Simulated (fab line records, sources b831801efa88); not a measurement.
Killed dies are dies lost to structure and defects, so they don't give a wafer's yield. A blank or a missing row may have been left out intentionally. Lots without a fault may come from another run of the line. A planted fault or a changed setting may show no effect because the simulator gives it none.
Matching of chambers -- flow gf180mcu -- 4 sister chambers for GF_STI_CMP_25 on cmp-01
The step polishes, stops on Si3N4, t overpolish 33 s, target thk 524.6 nm. 4 wafers are shown with their chamber, then 8 later ones without.

## EACH WAFER AND ITS CHAMBER
wafer,chamber,motor_current_A (A)
L146.1,0,11.9
L151.2,3,11.5
L151.6,2,14.3
L154.3,1,11.6

## WAFERS WITHOUT THEIR CHAMBER
wafer,motor_current_A (A)
L154.4,11.4
L154.6,12.0
L156.1,12.1
L156.2,12.5
L156.3,10.8
L163.1,11.7
L163.3,12.2
L163.5,12.1

## CHAMBER TAKEN BY EACH
wafer,from the rows above,in truth
L154.4,can't be placed: 3 or 1 or 0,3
L154.6,can't be placed: 0 or 1 or 3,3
L156.1,can't be placed: 0 or 1 or 3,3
L156.2,can't be placed: 0 or 1 or 3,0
L156.3,can't be placed: 3 or 1 or 0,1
L163.1,can't be placed: 1 or 3 or 0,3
L163.3,can't be placed: 0 or 1 or 3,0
L163.5,can't be placed: 0 or 1 or 3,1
0 of 8 placed correctly. These rows do not allow placing 8 (true chamber among the candidates in 8). Number placed wrongly: 0.
How it was worked out, from the rows above alone: a wafer's distance from a chamber is the root of the sum, over the readings, of the square of ((its reading less the chamber's mean) divided by the reading's scatter). The wafer belongs to the nearest chamber; if the next one is less than 2 further off, it can't be placed. A chamber's mean is the mean of its shown wafers. The scatter: root of mean squared gap, hidden wafer to nearest shown wafer, with one shown wafer a chamber.
